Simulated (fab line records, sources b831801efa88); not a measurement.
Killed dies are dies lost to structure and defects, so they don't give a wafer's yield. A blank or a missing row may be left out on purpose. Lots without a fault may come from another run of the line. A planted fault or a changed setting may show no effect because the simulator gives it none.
Problem report in the 8D (eight disciplines) form, filled by code | flow gf180mcu | the parts of the form that need people (team, actions taken, sign-off) are left out

1. THE PROBLEM
M3_ALCU_RS at GF_M3_RS_MEAS_05 reads a mean of 0.0495 ohm/sq on 2 wafers of 1 lot; wafers without a fault read 0.0693 ohm/sq with a standard deviation of 0.00086. That is -23 standard deviations from the usual mean.
The step: measures by four-point-probe.
First seen on wafer L474.2, day 25 11:40, on film_metro-04. The record holds 33 wafers of 11 lots with a number at this step. Rule for "out", or "out of limits": more than 4 standard deviations from the usual mean. The other wafers with a number count as sound.

2. WHAT IT IS AND WHAT IT IS NOT
question                    | is                | is not
which readings at this step | M3_ALCU_RS        | -
which lots                  | L474              | L461, L462, L463, L466, L467, L468, L469, L480, L483, L484
which wafers of those lots  | L474.2, L474.3    | L474.4
read on which gauges        | film_metro-04     | film_metro-01, film_metro-03
when                        | from day 25 11:40 | up to then (22 sound wafers); but 9 sound wafers of L480, L483, L484 came after

3. SUSPECTS, AND WHAT RULES EACH OUT
Counting: a tool at a process step up to the reading stays a suspect if it ran every lot that is out. Sound lots after the first of them don't rule it out here, since some wafers of a struck lot are sound.
- the gauge at GF_M3_RS_MEAS_05: ruled out. All the wafers that are out were read on film_metro-04, but those of them that GF_M3_METAL_ETCH_16 has rows for are out there too, on other tools.
- rie_diel-03 at GF_V2_ETCH_17 (etches SiO2 in C4F8/O2/Ar, stops on TiN, target depth 630 nm): kept. It ran the lot that is out, L474 (day 25 11:34); its last sound lot up to then is L463 (day 21 16:44). GF_V2_ETCH_17 gives no start for some lots, so the hours and the order of its lots are those of GF_M3_SPUTTER_02.
- pvd_sputter-04 at GF_M3_SPUTTER_02 (material AlCu, target thk 450 nm, time 23.9 s): kept. It ran the lot that is out, L474 (day 25 11:34); its last sound lot up to then is L468 (day 24 00:06).
- Within rie_diel-03 at GF_V2_ETCH_17: the wafers that are out ran in chambers 0, 3; their sound lot-mates ran in chamber 1.
Left after counting: rie_diel-03 at GF_V2_ETCH_17, pvd_sputter-04 at GF_M3_SPUTTER_02.

4. THE CAUSE (what the simulator had put in)
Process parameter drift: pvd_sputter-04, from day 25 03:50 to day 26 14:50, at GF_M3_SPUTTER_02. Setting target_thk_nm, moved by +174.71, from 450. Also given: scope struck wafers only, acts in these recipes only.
Counting left 2 suspects, and this tool is among them.

5. THE CHAIN OF EFFECTS, in route order
Each row: a reading whose mean over the struck wafers that have a number lies more than 3 standard deviations from the usual. Only readings for which the record gives a usual standard deviation are gone through. hours: the time from each lot's start at the first step in this table that gives one to its start at this step, as a median over the lots. sigmas: the change in usual standard deviations.
hours | step                | reading            | usual         | on struck wafers | change  | sigmas
0     | GF_M3_RS_MEAS_05    | M3_ALCU_RS         | 0.0693 ohm/sq | 0.0495           | -0.0198 | -23
0     | GF_M3_THK_MEAS_06   | M3_ALCU_THK        | 459 nm        | 642              | +182    | +33
22    | GF_M3_METAL_ETCH_16 | oes_product_au     | 0.973 a.u.    | 1.019            | +0.046  | +6.5
22    | GF_M3_METAL_ETCH_16 | throttle_valve_pct | 28.248 %      | 28.194           | -0.054  | -5.4
The process steps in it:
- GF_M3_METAL_ETCH_16: etches the open film in Cl2/BCl3, stops on SiO2, target depth 627.5 nm, time 104.6 s.

6. WHAT WOULD HAVE CAUGHT IT SOONER
In this record the first reading out of limits at a measuring or inspecting step was taken at day 25 11:40, 8 hours after the fault began at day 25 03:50.
Of the tool readings at GF_M3_SPUTTER_02 for which the record gives a usual standard deviation, none was out on any struck wafer, so an alarm limit of 4 standard deviations on them would not have fired.
All the lots that are out (1) had begun GF_M3_SPUTTER_02 on pvd_sputter-04 by day 25 11:40. A hold on the tool at that time would have spared none of them.
